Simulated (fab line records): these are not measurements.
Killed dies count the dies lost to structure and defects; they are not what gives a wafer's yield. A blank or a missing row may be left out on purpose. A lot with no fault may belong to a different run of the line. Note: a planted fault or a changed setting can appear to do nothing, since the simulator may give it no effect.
2 desks, one fault || flow sky130 || every desk sees just its own numbers, and what lay behind them comes last

## AT THE METROLOGY DESK
Lot by lot, what the gauges showed, no matter which tool ran the lot: averages of those sampled wafers that carry a number. A lot is out of limits, marked OUT, if its mean lies more than 4 standard deviations from the usual mean; the brackets give that distance.
Columns: A = VIA2_OVL at SKY_VIA2_OVL_MEAS_13, usual -1 nm; B = VIA3_HDPCVD_THK at SKY_VIA3_THK_MEAS_01, usual 1639 nm; C = VIA3_OVL at SKY_VIA3_OVL_MEAS_13, usual -4 nm
{"lot": "L419", "first seen here": "day 36 05:34", "A": 0, "B": 1623, "C": -2}
{"lot": "L420", "first seen here": "day 36 12:02", "A": 9, "B": 1633, "C": -7}
{"lot": "L421", "first seen here": "day 37 06:38", "A": 1, "B": 1637, "C": -6}
{"lot": "L422", "first seen here": "day 37 09:16", "A": 7, "B": 1629, "C": -1}
{"lot": "L427", "first seen here": "day 38 20:25", "A": -1, "B": 1684, "C": -3}
{"lot": "L430", "first seen here": "day 39 18:22", "A": -4, "B": 1662, "C": 4}
{"lot": "L436", "first seen here": "day 41 08:20", "A": 3, "B": 1661, "C": -8}
{"lot": "L437", "first seen here": "day 41 17:47", "A": 4, "B": 1666, "C": -7}
{"lot": "L438", "first seen here": "day 41 23:17", "A": 3, "B": 1645, "C": -11}
{"lot": "L439", "first seen here": "day 42 01:59", "A": -7, "B": 1650, "C": 0}
{"lot": "L440", "first seen here": "day 42 05:16", "A": -6, "B": 1644, "C": -3}
{"lot": "L441", "first seen here": "day 42 14:01", "A": -1, "B": 1636, "C": -4}
{"lot": "L442", "first seen here": "day 42 20:20", "A": 5, "B": 1631, "C": -14}
Finding of this desk: none of the 13 lots has anything out of limits.

## AT THE TOOL OWNER'S DESK: hdpcvd-02
The tool's own readings at SKY_VIA3_HDPCVD_00 (deposits SiO2, target thk 1635 nm, time 272.5 s): means of the sampled wafers that have a number, for each lot that ran on this tool. A lot is out of limits, marked OUT, if its mean lies more than 4 standard deviations from the usual mean; the brackets give that distance.
Columns: A = run-length-s at SKY_VIA3_HDPCVD_00, usual 300.1 s
{"lot": "L419", "first seen here": "day 38 11:59", "A": 300.4}
{"lot": "L420", "first seen here": "day 38 17:34", "A": 300.4}
{"lot": "L422", "first seen here": "day 39 14:42", "A": 300.2}
{"lot": "L427", "first seen here": "day 41 00:52", "A": "307.8 (+17) OUT"}
{"lot": "L430", "first seen here": "day 41 22:18", "A": "303.9 (+8.7) OUT"}
{"lot": "L438", "first seen here": "day 44 00:34", "A": 299.9}
{"lot": "L440", "first seen here": "day 44 05:34", "A": 300.1}
{"lot": "L441", "first seen here": "day 44 15:44", "A": 300.3}
Finding of this desk: L427, L430 out of limits; the first was L427 at day 41 00:52, on run-length-s at SKY_VIA3_HDPCVD_00. In limits: L419, L420, L422, L438, L440, L441.

## TAKEN TOGETHER
At day 41 00:52, on L427, L430, the tool owner's desk was in a position to raise an alarm.
From the metrology desk's view, nothing was out of limits.
The metrology desk holds a record of L427, L430, inside its limits.
Every lot named ran SKY_VIA3_HDPCVD_00 on hdpcvd-02.

## WHAT WAS PUT IN BY THE SIMULATOR
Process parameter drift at SKY_VIA3_HDPCVD_00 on hdpcvd-02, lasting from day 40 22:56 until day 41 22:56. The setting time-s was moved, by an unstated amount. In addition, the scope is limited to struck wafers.
Lots struck among those shown: L427, L430.
Delay in hours, fault start to first out-of-limits reading, by desk: the tool owner's desk at 2.
